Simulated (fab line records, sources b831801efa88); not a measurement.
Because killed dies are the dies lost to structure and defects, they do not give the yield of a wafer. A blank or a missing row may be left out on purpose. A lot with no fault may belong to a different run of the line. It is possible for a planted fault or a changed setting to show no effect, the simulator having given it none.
fab line records	flow gf180mcu
record lots=24	wafers=72	last-day=35
route steps=602 shown STI@26 V1@360 M2@367 V4@499 MIM@505 PASSIVATION@588
lots that met no fault: taken from a fault-free run of the same line
start-h: the number of hours between the record's first day and the start of the first shown wafer of the lot	wait-h: hours since the lot's step before	" identical to the entry in the row above	L1.1+2: a single row standing in for several wafers	- value missing, or start not given	* or withheld: withheld	< > ~ a bound
route shown NAME@n: a module of which the file shows steps, and the number in the route of the first	usual: mean/standard deviation taken from wafers without a fault	same: alike in all rows	chamber/n: place in a boat	sites: per-site readings	_std_site: the values' standard deviation	_edge_site: outer sites' mean less inner sites'	radius-mm: for every site, how far away it sits from the centre of the wafer	mask NAME#n: copy n	behind: the most recent tool/chamber to have shaped the wafer	hold: the reason the lot was held/the length of the hold in hours/how it ended	device: whichever transistor did not switch (one of n, p or np)	end of line: the tests these same wafers got at the end of their route	a step with no rows: only its recipe	killed: dies that structure and defects cost at the first sort, which is not the same as the wafer's yield	map: the dies of a wafer, with x for killed, . for not killed, _ for no die there
set.NAME: the setting the step ran with; set.NAME@STEP: the setting that earlier step ran with	model.NAME: the simulator's own value behind a step, which no gauge read
a sample of lots followed through the steps of the route, with each step as a table and each wafer as a row
services: when a tool's chamber went out of use (start-h, in hours from the record's first day, below 0 if earlier), for how many hours, and the reason
## steps
# step GF_STI_CMP_25
# recipe stop-on=Si3N4	t-overpolish-s=33	down-force-psi=4	platen-rpm=60	target-thk-nm=524.6	pad-velocity-m-s=0.94248
# usual head-pressure-psi=4.000/0.0091	motor-current-A=12.2/0.9	overpolish-run-s=33.001/0.0091	time-to-endpoint-s=121/4.1
lot.wafer	tool	chamber	start-h	wait-h	head-pressure-psi	motor-current-A	overpolish-run-s	time-to-endpoint-s
L074.2	cmp-01	3	30.16	0.0	3.996	13.4	33.005	127
L074.3	"	1	"	"	3.998	11.8	32.988	122
L074.1	"	2	"	"	4.010	11.7	32.985	122
L075.2	cmp-02	0	32.67	0.0	3.990	10.8	32.998	117
L075.1	"	3	"	"	4.004	12.7	33.023	113
L075.5	"	1	"	"	4.012	10.6	33.014	118
L076.3	cmp-01	3	38.84	0.0	3.996	13.4	33.012	118
L076.1	"	0	"	"	4.001	12.9	33.000	126
L076.2	"	1	"	"	4.007	12.5	33.004	121
L077.3	cmp-01	1	43.70	0.2	3.990	12.3	32.995	128
L077.5	"	2	"	"	3.988	11.2	32.982	122
L077.6	"	3	"	"	4.004	13.3	32.993	124
L078.3	cmp-01	1	48.67	0.1	3.990	12.2	33.006	120
L078.6	"	0	"	"	3.987	12.1	32.997	127
L078.5	"	1	"	"	3.994	11.8	32.996	126
L079.2	cmp-01	1	54.43	0.1	3.994	11.9	33.003	122
L079.3	"	3	"	"	3.998	12.6	33.008	122
L079.5	"	1	"	"	3.985	11.6	32.999	121
L080.1	cmp-01	2	58.69	0.1	4.015	11.9	33.016	124
L080.3	"	3	"	"	4.006	12.9	32.998	122
L080.4	"	0	"	"	3.987	12.4	33.013	128
L081.2	cmp-02	2	64.13	0.0	3.996	12.3	33.005	121
L081.1	"	3	"	"	3.997	12.1	33.003	123
L081.3	"	1	"	"	4.000	11.2	33.005	121
L082.3	cmp-02	1	70.84	0.1	4.000	11.1	32.993	115
L082.5	"	0	"	"	3.996	11.7	32.999	119
L082.6	"	1	"	"	3.982	11.1	32.998	122
L083.3	cmp-01	0	74.91	0.1	3.995	12.6	32.993	122
L083.2	"	2	"	"	4.000	11.7	33.001	121
L083.5	"	3	"	"	4.001	14.1	33.006	123
L084.2	cmp-02	2	78.98	0.1	4.020	13.4	33.011	117
L084.3	"	3	"	"	4.001	12.9	32.984	115
L084.5	"	1	"	"	4.008	11.6	32.994	115
L085.3	cmp-02	2	84.52	0.0	4.001	13.2	33.004	124
L085.1	"	3	"	"	4.015	13.2	32.995	121
L085.4	"	1	"	"	4.005	11.5	33.004	125
L086.3	cmp-01	0	92.28	0.2	4.005	12.7	33.006	122
L086.5	"	1	"	"	4.000	11.9	33.002	120
L086.6	"	2	"	"	4.004	11.5	33.008	120
L087.3	cmp-01	3	94.02	0.0	3.997	12.6	32.984	114
L087.2	"	0	"	"	3.987	12.3	32.998	119
L087.1	"	2	"	"	3.985	11.5	33.008	119
L088.1	cmp-02	0	100.57	0.1	3.994	11.9	32.995	120
L088.2	"	3	"	"	4.006	12.8	33.004	119
L088.6	"	1	"	"	4.005	10.9	32.994	120
L089.2	cmp-01	1	105.84	0.1	4.004	11.9	33.003	128
L089.4	"	3	"	"	3.992	12.9	33.000	134
L089.5	"	0	"	"	4.002	12.5	33.005	131
L090.1	cmp-01	0	110.23	0.1	4.003	12.4	33.011	123
L090.3	"	3	"	"	4.005	14.2	32.999	122
L090.6	"	1	"	"	4.002	11.6	33.008	127
L091.2	cmp-02	1	115.04	0.0	4.005	10.8	33.002	117
L091.4	"	2	"	"	3.996	13.1	33.003	115
L091.1	"	3	"	"	4.010	13.1	33.009	116
L092.4	cmp-01	3	121.48	0.0	3.989	13.2	32.995	120
L092.1	"	0	"	"	4.006	12.7	32.999	124
L092.2	"	1	"	"	3.997	11.4	32.999	122
L093.2	cmp-01	0	126.08	0.0	3.997	12.9	33.007	133
L093.1	"	3	"	"	3.999	14.0	33.008	125
L093.5	"	0	"	"	4.011	12.6	33.008	124
L094.4	cmp-01	1	131.48	0.2	4.009	12.2	33.005	129
L094.1	"	0	"	"	3.980	12.3	33.006	128
L094.6	"	1	"	"	3.989	12.8	33.009	124
L095.2	cmp-02	1	137.62	0.0	3.977	10.9	32.985	120
L095.4	"	2	"	"	3.983	13.7	33.002	115
L095.6	"	1	"	"	3.972	10.6	33.014	119
L096.3	cmp-02	3	142.52	0.0	4.008	12.7	32.985	115
L096.2	"	1	"	"	3.979	10.8	33.010	120
L096.5	"	0	"	"	4.005	10.5	33.008	117
L097.3	cmp-02	0	146.42	0.1	3.989	11.4	33.000	119
L097.2	"	1	"	"	4.005	11.0	32.994	123
L097.6	"	3	"	"	4.005	12.0	33.008	119
# step GF_V1_THK_MEAS_25
# recipe thk-meas-gauge=xrf	reads=W_of_V1_CVD_23
# usual V1_W_THK=368/4.7
lot.wafer	tool	chamber	start-h	wait-h	V1_W_THK[nm]
L074.1	film-metro-01	-	431.48	0.1	362
L074.2	"	-	"	"	364
L074.3	"	-	"	"	360
L075.1	film-metro-03	-	438.88	0.1	373
L075.2	"	-	"	"	371
L075.5	"	-	"	"	373
L076.1	film-metro-01	-	447.41	0.1	365
L076.2	"	-	"	"	370
L076.3	"	-	"	"	368
L077.3	film-metro-01	-	455.41	0.1	370
L077.5	"	-	"	"	370
L077.6	"	-	"	"	376
L078.3	film-metro-03	-	461.93	0.1	366
L078.5	"	-	"	"	362
L078.6	"	-	"	"	369
L079.2	film-metro-03	-	472.40	0.1	367
L079.3	"	-	"	"	369
L079.5	"	-	"	"	370
L080.1	film-metro-01	-	486.83	0.1	370
L080.3	"	-	"	"	371
L080.4	"	-	"	"	375
L081.1	film-metro-03	-	495.13	0.1	375
L081.2	"	-	"	"	376
L081.3	"	-	"	"	374
L082.3	film-metro-01	-	502.91	0.1	362
L082.5	"	-	"	"	368
L082.6	"	-	"	"	366
L083.2	film-metro-03	-	511.45	0.1	369
L083.3	"	-	"	"	370
L083.5	"	-	"	"	371
L084.2	film-metro-03	-	518.99	0.1	363
L084.3	"	-	"	"	354
L084.5	"	-	"	"	360
L085.1	film-metro-01	-	521.58	0.1	365
L085.3	"	-	"	"	369
L085.4	"	-	"	"	365
L086.3	film-metro-03	-	536.41	0.1	362
L086.5	"	-	"	"	365
L086.6	"	-	"	"	368
L087.1	film-metro-04	-	542.27	0.1	368
L087.2	"	-	"	"	368
L087.3	"	-	"	"	371
L088.1	film-metro-01	-	553.43	0.1	370
L088.2	"	-	"	"	370
L088.6	"	-	"	"	372
L089.2	film-metro-03	-	558.11	0.1	373
L089.4	"	-	"	"	370
L089.5	"	-	"	"	373
L090.1	film-metro-03	-	565.33	0.1	364
L090.3	"	-	"	"	369
L090.6	"	-	"	"	366
L091.1	film-metro-01	-	572.58	0.1	371
L091.2	"	-	"	"	368
L091.4	"	-	"	"	378
L092.1	film-metro-03	-	581.40	0.1	365
L092.2	"	-	"	"	364
L092.4	"	-	"	"	366
L093.1	film-metro-01	-	587.38	0.1	366
L093.2	"	-	"	"	364
L093.5	"	-	"	"	364
L094.1	film-metro-01	-	601.53	0.1	369
L094.4	"	-	"	"	368
L094.6	"	-	"	"	362
L095.2	film-metro-04	-	603.79	0.1	373
L095.4	"	-	"	"	366
L095.6	"	-	"	"	365
L096.2	film-metro-04	-	611.68	0.1	366
L096.3	"	-	"	"	363
L096.5	"	-	"	"	363
L097.2	film-metro-01	-	615.89	0.1	368
L097.3	"	-	"	"	366
L097.6	"	-	"	"	372
# step GF_M2_RS_MEAS_05
# recipe thk-meas-gauge=four-point-probe	reads=TiN_of_M2_SPUTTER_04+Ti_of_M2_SPUTTER_03+AlCu_of_M2_SPUTTER_02+TiN_of_M2_SPUTTER_01+Ti_of_M2_SPUTTER_00
# usual M2_ALCU_RS=0.0697/0.00072
lot.wafer	tool	chamber	start-h	wait-h	M2_ALCU_RS[ohm/sq]
L074.1	film-metro-02	-	432.06	0.0	0.0700
L074.2	"	-	"	"	0.0697
L074.3	"	-	"	"	0.0699
L075.1	film-metro-03	-	439.46	0.0	0.0700
L075.2	"	-	"	"	0.0699
L075.5	"	-	"	"	0.0698
L076.1	film-metro-03	-	447.99	0.0	0.0700
L076.2	"	-	"	"	0.0704
L076.3	"	-	"	"	0.0699
L077.3	film-metro-03	-	456.01	0.1	0.0696
L077.5	"	-	"	"	0.0699
L077.6	"	-	"	"	0.0697
L078.3	film-metro-03	-	462.53	0.1	0.0711
L078.5	"	-	"	"	0.0708
L078.6	"	-	"	"	0.0709
L079.2	film-metro-01	-	472.99	0.0	0.0700
L079.3	"	-	"	"	0.0699
L079.5	"	-	"	"	0.0696
L080.1	film-metro-03	-	487.41	0.0	0.0696
L080.3	"	-	"	"	0.0695
L080.4	"	-	"	"	0.0698
L081.1	film-metro-03	-	495.73	0.0	0.0693
L081.2	"	-	"	"	0.0694
L081.3	"	-	"	"	0.0692
L082.3	film-metro-01	-	503.51	0.1	0.0696
L082.5	"	-	"	"	0.0697
L082.6	"	-	"	"	0.0694
L083.2	film-metro-02	-	512.07	0.0	0.0687
L083.3	"	-	"	"	0.0690
L083.5	"	-	"	"	0.0692
L084.2	film-metro-03	-	519.59	0.0	0.0698
L084.3	"	-	"	"	0.0699
L084.5	"	-	"	"	0.0694
L085.1	film-metro-02	-	522.16	0.0	0.0695
L085.3	"	-	"	"	0.0694
L085.4	"	-	"	"	0.0697
L086.3	film-metro-03	-	537.01	0.1	0.0694
L086.5	"	-	"	"	0.0695
L086.6	"	-	"	"	0.0690
L087.1	film-metro-03	-	542.85	0.0	0.0689
L087.2	"	-	"	"	0.0689
L087.3	"	-	"	"	0.0692
L088.1	film-metro-01	-	554.01	0.0	0.0703
L088.2	"	-	"	"	0.0702
L088.6	"	-	"	"	0.0698
L089.2	film-metro-01	-	558.70	0.0	0.0698
L089.4	"	-	"	"	0.0688
L089.5	"	-	"	"	0.0695
L090.1	film-metro-03	-	565.91	0.0	0.0721
L090.3	"	-	"	"	0.0719
L090.6	"	-	"	"	0.0718
L091.1	film-metro-03	-	573.27	0.0	0.0688
L091.2	"	-	"	"	0.0685
L091.4	"	-	"	"	0.0688
L092.1	film-metro-03	-	581.98	0.0	0.0705
L092.2	"	-	"	"	0.0708
L092.4	"	-	"	"	0.0712
L093.1	film-metro-03	-	587.96	0.0	0.0700
L093.2	"	-	"	"	0.0704
L093.5	"	-	"	"	0.0696
L094.1	film-metro-01	-	602.11	0.0	0.0697
L094.4	"	-	"	"	0.0691
L094.6	"	-	"	"	0.0693
L095.2	film-metro-02	-	604.38	0.0	0.0690
L095.4	"	-	"	"	0.0694
L095.6	"	-	"	"	0.0701
L096.2	film-metro-03	-	612.27	0.0	0.0696
L096.3	"	-	"	"	0.0690
L096.5	"	-	"	"	0.0693
L097.2	film-metro-03	-	616.48	0.0	0.0700
L097.3	"	-	"	"	0.0705
L097.6	"	-	"	"	0.0700
# step GF_V4_CVD_23
# recipe material=W	target-thk-nm=350	time-s=104.9	temp-c=400	pressure-torr=40
# usual chamber-pressure-Torr=39.99/0.088	heater-power-w=935/130
# same time-s=104.9
lot.wafer	tool	chamber	start-h	wait-h	chamber-pressure-Torr	heater-power-w
L074.1	cvd-w-01	1	582.88	0.0	40.14	816
L074.2	"	1	"	"	39.89	819
L074.3	"	1	"	"	40.07	808
L075.1	cvd-w-02	1	589.83	0.0	39.93	1040
L075.2	"	0	"	"	40.06	1085
L075.5	"	1	"	"	40.02	997
L076.1	cvd-w-02	0	594.78	0.0	39.98	1114
L076.2	"	1	"	"	40.00	1007
L076.3	"	0	"	"	40.05	1057
L077.3	cvd-w-02	1	604.53	0.1	39.89	1017
L077.5	"	1	"	"	39.90	985
L077.6	"	0	"	"	40.05	1055
L078.3	cvd-w-01	0	609.84	0.1	39.92	751
L078.5	"	0	"	"	39.91	746
L078.6	"	1	"	"	39.99	823
L079.2	cvd-w-01	0	617.95	0.0	39.99	745
L079.3	"	1	"	"	40.07	852
L079.5	"	1	"	"	40.07	840
L080.1	cvd-w-01	0	632.32	0.0	39.99	769
L080.3	"	0	"	"	40.04	766
L080.4	"	1	"	"	39.93	847
L081.1	cvd-w-02	0	637.28	0.0	40.17	1087
L081.2	"	1	"	"	39.92	1017
L081.3	"	0	"	"	40.00	1101
L082.3	cvd-w-01	1	644.42	0.1	40.02	845
L082.5	"	1	"	"	40.11	838
L082.6	"	0	"	"	39.90	767
L083.2	cvd-w-02	0	652.03	0.0	40.23	1072
L083.3	"	0	"	"	40.14	1068
L083.5	"	0	"	"	40.08	1109
L084.2	cvd-w-02	1	659.26	0.0	40.06	1013
L084.3	"	1	"	"	39.90	1023
L084.5	"	0	"	"	39.98	1101
L085.1	cvd-w-02	0	662.34	0.0	39.90	1062
L085.3	"	1	"	"	40.06	1007
L085.4	"	0	"	"	40.05	1077
L086.3	cvd-w-02	0	673.97	0.1	39.94	1060
L086.5	"	0	"	"	39.91	1097
L086.6	"	1	"	"	39.85	1035
L087.1	cvd-w-02	0	679.77	0.0	40.10	1076
L087.2	"	1	"	"	39.81	1003
L087.3	"	1	"	"	39.87	999
L088.1	cvd-w-01	1	687.05	0.0	40.04	821
L088.2	"	0	"	"	39.90	747
L088.6	"	0	"	"	39.92	779
L089.2	cvd-w-01	0	692.00	0.0	40.01	766
L089.4	"	0	"	"	39.96	756
L089.5	"	0	"	"	40.06	758
L090.1	cvd-w-01	1	699.75	0.0	40.07	840
L090.3	"	0	"	"	40.05	747
L090.6	"	1	"	"	40.01	826
L091.1	cvd-w-01	1	704.83	0.0	40.08	836
L091.2	"	0	"	"	39.98	759
L091.4	"	1	"	"	39.94	838
L092.1	cvd-w-02	0	713.20	0.0	39.99	1088
L092.2	"	1	"	"	39.89	1036
L092.4	"	0	"	"	39.99	1083
L093.1	cvd-w-01	0	717.83	0.0	40.03	766
L093.2	"	1	"	"	40.00	835
L093.5	"	1	"	"	39.91	850
L094.1	cvd-w-02	1	727.85	0.0	39.95	1015
L094.4	"	0	"	"	39.74	1090
L094.6	"	0	"	"	40.14	1103
L095.2	cvd-w-02	1	732.33	0.0	40.05	1029
L095.4	"	0	"	"	40.14	1095
L095.6	"	1	"	"	40.08	1016
L096.2	cvd-w-01	0	738.08	0.0	39.87	763
L096.3	"	0	"	"	39.95	744
L096.5	"	0	"	"	39.92	766
L097.2	cvd-w-02	1	741.91	0.0	40.11	1018
L097.3	"	1	"	"	39.89	1025
L097.6	"	1	"	"	40.00	1001
# step GF_MIM_SPUTTER_02
# recipe material=AlCu	target-thk-nm=450	power-w=10600	time-s=23.9	chamber-pressure-pa=0.4
# usual throttle-valve-pct=29.8/1.1
# same time-s=23.9
lot.wafer	tool	chamber	start-h	wait-h	throttle-valve-pct
L074.1	pvd-sputter-02	-	583.72	0.0	32.1
L074.2	"	-	"	"	30.7
L074.3	"	-	"	"	29.1
L075.1	pvd-sputter-02	-	590.56	0.0	28.9
L075.2	"	-	"	"	28.4
L075.5	"	-	"	"	28.3
L076.1	pvd-sputter-04	-	595.51	0.0	28.7
L076.2	"	-	"	"	29.9
L076.3	"	-	"	"	29.9
L077.3	pvd-sputter-03	-	605.22	0.0	30.2
L077.5	"	-	"	"	30.6
L077.6	"	-	"	"	29.6
L078.3	pvd-sputter-03	-	610.53	0.0	30.4
L078.5	"	-	"	"	30.5
L078.6	"	-	"	"	29.8
L079.2	pvd-sputter-04	-	618.69	0.0	28.6
L079.3	"	-	"	"	30.2
L079.5	"	-	"	"	31.1
L080.1	pvd-sputter-02	-	633.04	0.0	29.0
L080.3	"	-	"	"	31.9
L080.4	"	-	"	"	28.2
L081.1	pvd-sputter-04	-	638.02	0.0	29.8
L081.2	"	-	"	"	31.1
L081.3	"	-	"	"	30.1
L082.3	pvd-sputter-03	-	645.11	0.0	29.6
L082.5	"	-	"	"	30.4
L082.6	"	-	"	"	27.5
L083.2	pvd-sputter-03	-	652.76	0.0	29.6
L083.3	"	-	"	"	29.7
L083.5	"	-	"	"	27.7
L084.2	pvd-sputter-02	-	659.98	0.0	28.3
L084.3	"	-	"	"	29.2
L084.5	"	-	"	"	28.5
L085.1	pvd-sputter-03	-	663.06	0.0	27.9
L085.3	"	-	"	"	29.6
L085.4	"	-	"	"	30.5
L086.3	pvd-sputter-03	-	674.65	0.0	29.5
L086.5	"	-	"	"	29.7
L086.6	"	-	"	"	30.3
L087.1	pvd-sputter-04	-	680.50	0.0	28.5
L087.2	"	-	"	"	30.0
L087.3	"	-	"	"	31.3
L088.1	pvd-sputter-04	-	687.77	0.0	31.3
L088.2	"	-	"	"	30.2
L088.6	"	-	"	"	31.2
L089.2	pvd-sputter-04	-	692.73	0.0	28.6
L089.4	"	-	"	"	31.1
L089.5	"	-	"	"	28.4
L090.1	pvd-sputter-03	-	700.47	0.0	27.9
L090.3	"	-	"	"	29.4
L090.6	"	-	"	"	29.6
L091.1	pvd-sputter-04	-	705.55	0.0	29.8
L091.2	"	-	"	"	28.8
L091.4	"	-	"	"	31.2
L092.1	pvd-sputter-03	-	713.92	0.0	27.7
L092.2	"	-	"	"	30.5
L092.4	"	-	"	"	29.7
L093.1	pvd-sputter-02	-	718.56	0.0	29.2
L093.2	"	-	"	"	31.0
L093.5	"	-	"	"	31.0
L094.1	pvd-sputter-04	-	728.63	0.0	29.5
L094.4	"	-	"	"	30.0
L094.6	"	-	"	"	30.2
L095.2	pvd-sputter-02	-	733.06	0.0	31.7
L095.4	"	-	"	"	29.0
L095.6	"	-	"	"	29.0
L096.2	pvd-sputter-02	-	738.80	0.0	29.1
L096.3	"	-	"	"	32.0
L096.5	"	-	"	"	30.7
L097.2	pvd-sputter-04	-	742.64	0.0	29.8
L097.3	"	-	"	"	31.1
L097.6	"	-	"	"	31.1
# step GF_PASSIVATION_THK_MEAS_01
# recipe reads=SiO2_of_PASSIVATION_CVD_00
# usual PASSIVATION_CVD_00_THK=1003/12
lot.wafer	tool	chamber	start-h	wait-h	PASSIVATION_CVD_00_THK[nm]
L074.1	film-metro-02	-	672.35	0.0	1000
L074.2	"	-	"	"	984
L074.3	"	-	"	"	991
L075.1	film-metro-02	-	677.83	0.0	991
L075.2	"	-	"	"	1001
L075.5	"	-	"	"	1016
L076.1	film-metro-04	-	681.80	0.0	992
L076.2	"	-	"	"	990
L076.3	"	-	"	"	995
L077.3	film-metro-01	-	691.66	0.1	1002
L077.5	"	-	"	"	1022
L077.6	"	-	"	"	1009
L078.3	film-metro-01	-	696.58	0.1	987
L078.5	"	-	"	"	1006
L078.6	"	-	"	"	995
L079.2	film-metro-02	-	703.82	0.0	985
L079.3	"	-	"	"	986
L079.5	"	-	"	"	1020
L080.1	film-metro-02	-	717.52	0.0	996
L080.3	"	-	"	"	992
L080.4	"	-	"	"	995
L081.1	film-metro-01	-	721.71	0.0	985
L081.2	"	-	"	"	998
L081.3	"	-	"	"	1000
L082.3	film-metro-02	-	726.24	0.1	1001
L082.5	"	-	"	"	1012
L082.6	"	-	"	"	1008
L083.2	film-metro-01	-	734.74	0.0	1010
L083.3	"	-	"	"	1025
L083.5	"	-	"	"	1021
L084.2	film-metro-02	-	741.40	0.0	985
L084.3	"	-	"	"	985
L084.5	"	-	"	"	1008
L085.1	film-metro-01	-	743.19	0.0	998
L085.3	"	-	"	"	994
L085.4	"	-	"	"	1014
L086.3	film-metro-02	-	753.63	0.1	997
L086.5	"	-	"	"	999
L086.6	"	-	"	"	1000
L087.1	film-metro-02	-	757.83	0.0	1008
L087.2	"	-	"	"	1000
L087.3	"	-	"	"	1004
L088.1	film-metro-04	-	765.21	0.0	982
L088.2	"	-	"	"	977
L088.6	"	-	"	"	996
L089.2	film-metro-02	-	769.42	0.0	993
L089.4	"	-	"	"	1013
L089.5	"	-	"	"	1011
L090.1	film-metro-01	-	773.76	0.0	998
L090.3	"	-	"	"	974
L090.6	"	-	"	"	1010
L091.1	film-metro-01	-	780.26	0.0	986
L091.2	"	-	"	"	992
L091.4	"	-	"	"	1019
L092.1	film-metro-01	-	787.48	0.0	1006
L092.2	"	-	"	"	1003
L092.4	"	-	"	"	999
L093.1	film-metro-01	-	791.22	0.0	999
L093.2	"	-	"	"	998
L093.5	"	-	"	"	1025
L094.1	film-metro-01	-	800.52	0.0	994
L094.4	"	-	"	"	1018
L094.6	"	-	"	"	1014
L095.2	film-metro-01	-	805.28	0.0	988
L095.4	"	-	"	"	1010
L095.6	"	-	"	"	1020
L096.2	film-metro-02	-	809.33	0.0	1008
L096.3	"	-	"	"	994
L096.5	"	-	"	"	1007
L097.2	film-metro-01	-	814.02	0.0	999
L097.3	"	-	"	"	997
L097.6	"	-	"	"	1010
## services
tool	chamber	start-h	hours	kind
cmp-01	-	64.00	4.0	pm
cmp-01	-	110.83	3.4	pm
cmp-01	-	143.26	3.9	repair
cmp-01	-	180.52	7.7	pm
cmp-01	-	222.44	1.9	repair
cvd-w-02	0	235.82	10.2	repair
cvd-w-02	-	236.56	1.7	repair
cmp-01	-	259.04	1.2	repair
cvd-w-02	-	286.80	3.8	pm
cmp-01	-	297.19	1.2	repair
cvd-w-02	1	315.66	1.4	repair
cvd-w-02	0	345.08	4.5	repair
cvd-w-02	-	351.56	1.9	repair
cmp-01	-	404.00	4.0	pm
cmp-01	-	425.60	0.6	repair
cmp-01	-	427.07	1.8	repair
cmp-01	-	478.53	3.9	pm
cmp-01	-	620.45	0.3	repair
cmp-01	-	660.39	1.3	repair
cmp-01	-	707.55	0.5	repair
cmp-01	-	711.03	11.3	pm
cmp-01	-	727.04	2.0	repair
cmp-01	-	729.32	0.3	repair
cmp-01	-	737.57	2.3	repair
## key
fault none
